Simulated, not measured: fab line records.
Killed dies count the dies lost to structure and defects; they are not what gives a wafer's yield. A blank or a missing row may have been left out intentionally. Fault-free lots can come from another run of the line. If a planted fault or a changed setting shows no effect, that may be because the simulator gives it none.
Which tool did it? + flow sky130 + 33 wafers from 11 lots sampled at 5 of the route's 708 steps

WHAT THE GAUGES READ, wafer by wafer
SKY_CONTACT_THK_MEAS_01.
| lot  | measured     | on            | CONTACT_CVD_00_THK (nm) |
|------|--------------|---------------|-------------------------|
| L342 | day 31 02:58 | film_metro-03 | 74.2 73.9 75.0          |
| L347 | day 32 17:53 | film_metro-02 | 64.4 64.1 65.6          |
| L351 | day 33 09:35 | film_metro-03 | 64.1 65.1 64.9          |
| L352 | day 33 21:01 | film_metro-04 | 65.2 64.3 65.9          |
| L354 | day 34 07:50 | film_metro-02 | 74.3 73.3 74.4          |
| L356 | day 35 01:59 | film_metro-02 | 75.6 76.2 76.1          |
| L358 | day 36 08:01 | film_metro-03 | 75.4 75.5 76.3          |
| L361 | day 36 14:28 | film_metro-02 | 74.0 75.7 74.8          |
| L363 | day 37 09:07 | film_metro-04 | 74.3 75.3 75.8          |
| L364 | day 37 14:29 | film_metro-03 | 73.8 74.8 74.7          |
| L365 | day 37 16:37 | film_metro-04 | 75.5 75.7 74.9          |

EACH LOT AND THE TOOL THAT RAN IT (in order: tool; ch and the chambers of the sampled wafers; start)
| lot  | SKY_LI_CONTACT_SPUTTER_19    | SKY_LOCAL_INTERCONNECT_SPUTTER_00 | SKY_LOCAL_INTERCONNECT_METAL_ETCH_14 | SKY_CONTACT_CVD_00              |
|------|------------------------------|-----------------------------------|--------------------------------------|---------------------------------|
| L342 | pvd_sputter-04, day 29 19:53 | pvd_sputter-01, day 29 20:45      | rie_metal-03 ch 0,1, day 31 02:14    | pecvd-03 ch 0,1, day 31 02:56   |
| L347 | pvd_sputter-02, day 31 12:49 | pvd_sputter-04, day 31 13:34      | rie_metal-03 ch 1, day 32 17:02      | pecvd-03 ch 1,2, day 32 17:50   |
| L351 | pvd_sputter-01, day 32 05:35 | pvd_sputter-01, day 32 06:20      | rie_metal-03 ch 0,1, day 33 08:54    | pecvd-03 ch 0,1, day 33 09:32   |
| L352 | pvd_sputter-02, day 32 16:49 | pvd_sputter-04, day 32 17:34      | rie_metal-01 ch 0,1, day 33 20:21    | pecvd-03 ch 0,2, day 33 20:59   |
| L354 | pvd_sputter-01, day 33 03:39 | pvd_sputter-04, day 33 04:24      | rie_metal-01 ch 0, day 34 07:09      | pecvd-04 ch 0,1,2, day 34 07:47 |
| L356 | pvd_sputter-01, day 33 20:51 | pvd_sputter-04, day 33 21:42      | rie_metal-02 ch 0,1, day 35 01:16    | pecvd-01 ch 0,1, day 35 01:56   |
| L358 | pvd_sputter-04, day 35 03:37 | pvd_sputter-04, day 35 04:26      | rie_metal-03 ch 0,1, day 36 07:18    | pecvd-01 ch 0,1,2, day 36 07:59 |
| L361 | pvd_sputter-01, day 35 10:52 | pvd_sputter-03, day 35 11:37      | rie_metal-02 ch 1, day 36 13:43      | pecvd-04 ch 1,2, day 36 14:24   |
| L363 | pvd_sputter-04, day 36 05:06 | pvd_sputter-01, day 36 05:51      | rie_metal-02 ch 0,1, day 37 08:24    | pecvd-04 ch 0,2, day 37 09:03   |
| L364 | pvd_sputter-04, day 36 10:51 | pvd_sputter-03, day 36 11:36      | rie_metal-02 ch 0,1, day 37 13:45    | pecvd-04 ch 0,1,2, day 37 14:27 |
| L365 | pvd_sputter-02, day 36 12:25 | pvd_sputter-01, day 36 13:11      | rie_metal-02 ch 0,1, day 37 15:51    | pecvd-01 ch 0,1, day 37 16:34   |
- SKY_LI_CONTACT_SPUTTER_19: material Ti, target thk 20 nm, time 106.37 s.
- SKY_LOCAL_INTERCONNECT_SPUTTER_00: material TiN, target thk 100 nm, time 83.3 s.
- SKY_LOCAL_INTERCONNECT_METAL_ETCH_14: etches TiN in Cl2/BCl3, stops on PSG, target depth 110 nm, time 31.4 s.
- SKY_CONTACT_CVD_00: deposits Si3N4, target thk 75 nm.

THE ANSWER, worked out from the rows above alone
Rule: what is usual is taken from the lots themselves. The widest of any qualifying gaps counts: lots, ordered by their means at a reading, are off when they make up no more than a third of the lots, leave a main group of 4 or more, and stand apart from it by 3 or more times the standard deviation of that group's means. If all means in a main group match to the digits the tables above print for the reading, that group is not used. Also off: a lot with no number at a reading for which 4 or more lots have one. All remaining lots with rows at the step are treated as sound.
Off: L347, L351, L352, at SKY_CONTACT_THK_MEAS_01 (CONTACT_CVD_00_THK). The main group has a mean of 75.0 nm with a standard deviation of 0.65.
If a tool, at a process step before that reading, ran all the lots that are off and no sound lot after the first of them, it fits. The gauges at SKY_CONTACT_THK_MEAS_01 are tried like those tools. One fits: pecvd-03 at SKY_CONTACT_CVD_00. A fault onset in the window from L342 (day 31 02:56, its last sound lot) to L347 (day 32 17:50, its first lot off) fits.

WHAT WAS PUT IN BY THE SIMULATOR
Site profile drift: pecvd-03, from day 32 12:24 on, at SKY_CONTACT_CVD_00. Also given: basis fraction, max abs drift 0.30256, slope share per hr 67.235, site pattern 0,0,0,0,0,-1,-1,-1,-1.
Lots struck among those shown: L347, L351, L352. The same result came from the rule above.
